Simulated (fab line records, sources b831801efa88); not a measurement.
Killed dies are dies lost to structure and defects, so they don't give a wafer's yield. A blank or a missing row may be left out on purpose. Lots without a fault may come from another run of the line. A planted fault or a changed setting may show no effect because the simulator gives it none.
Which tool did it? | flow sky130 | 7 lots, 21 wafers sampled, at 4 steps of a route of 708

WHAT THE GAUGES READ, wafer by wafer
SKY_NWELL_TW_MEAS_26.
lot  | measured     | on            | NWELL_2_TW
L483 | day 5 21:55  | film_metro-02 | 493.5 492.4 491.8
L487 | day 6 22:49  | film_metro-04 | 493.4 496.8 498.4
L489 | day 7 15:17  | film_metro-02 | 30.0 30.0 30.0
L491 | day 7 22:09  | film_metro-04 | 499.8 497.0 500.1
L497 | day 10 06:00 | film_metro-01 | 496.1 498.4 496.6
L500 | day 10 15:28 | film_metro-02 | 492.7 494.7 493.0
L502 | day 11 00:07 | film_metro-04 | 500.7 500.6 501.1

WHICH TOOL RAN EACH LOT (tool, then ch and the chambers of the sampled wafers, then the start)
lot  | SKY_FIELD_ISO_ETCH_14             | SKY_NWELL_STRIP_14                   | SKY_NWELL_STRIP_25
L483 | rie_diel-04 ch 1,2,3, day 2 19:35 | plasma_asher-02 ch 0,1, day 5 03:39  | plasma_asher-04 ch 0, day 5 21:48
L487 | rie_diel-04 ch 0,1,3, day 3 17:10 | plasma_asher-03 ch 0,1, day 6 04:24  | plasma_asher-03 ch 0,1, day 6 22:42
L489 | rie_diel-02 ch 0,3, day 4 02:55   | plasma_asher-02 ch 0,1, day 6 18:50  | plasma_asher-03 ch 0,1, day 7 15:11
L491 | rie_diel-04 ch 0,3, day 4 13:14   | plasma_asher-04 ch 1, day 7 01:33    | plasma_asher-04 ch 0,1, day 7 22:03
L497 | rie_diel-03 ch 0,1,2, day 5 23:23 | plasma_asher-03 ch 0,1, day 9 07:47  | plasma_asher-02 ch 0,1, day 10 05:54
L500 | rie_diel-04 ch 1,2,3, day 6 14:23 | plasma_asher-03 ch 0, day 9 17:24    | plasma_asher-04 ch 1, day 10 15:21
L502 | rie_diel-03 ch 0,1,2, day 7 03:17 | plasma_asher-03 ch 0,1, day 10 01:33 | plasma_asher-04 ch 1, day 10 23:57
- SKY_FIELD_ISO_ETCH_14: etches BARC in N2/H2, stops on SiO2, time 45.9 s, target depth 60 nm.
- SKY_NWELL_STRIP_14: strips in O2/N2.
- SKY_NWELL_STRIP_25: strips in O2/N2.

THE ANSWER, worked out from the rows above alone
Rule: what is usual is taken from the lots themselves. Put in order of their means at a reading, lots are off if they are a third of the lots or fewer, leave a main group of 4 or more, and stand apart from it by a gap of 3 or more times the standard deviation of the main group's means; of several such gaps the widest counts. A main group whose means are all the same, to the digits that the tables above print for the reading, isn't used. A lot without any number at a reading at which 4 lots or more have one is off too. The other lots that the step has rows for count as sound.
Off: L489, at SKY_NWELL_TW_MEAS_26 (NWELL_2_TW). The main group: mean 496.5, standard deviation 2.9.
A tool fits if, at a process step before that reading, it ran every lot that is off, and no sound lot after the first of them. The gauges at SKY_NWELL_TW_MEAS_26 are tried like those tools. Can't be told from this: 3 tools fit, rie_diel-02 at SKY_FIELD_ISO_ETCH_14, plasma_asher-02 at SKY_NWELL_STRIP_14, plasma_asher-03 at SKY_NWELL_STRIP_25.

WHAT THE SIMULATOR HAD PUT IN
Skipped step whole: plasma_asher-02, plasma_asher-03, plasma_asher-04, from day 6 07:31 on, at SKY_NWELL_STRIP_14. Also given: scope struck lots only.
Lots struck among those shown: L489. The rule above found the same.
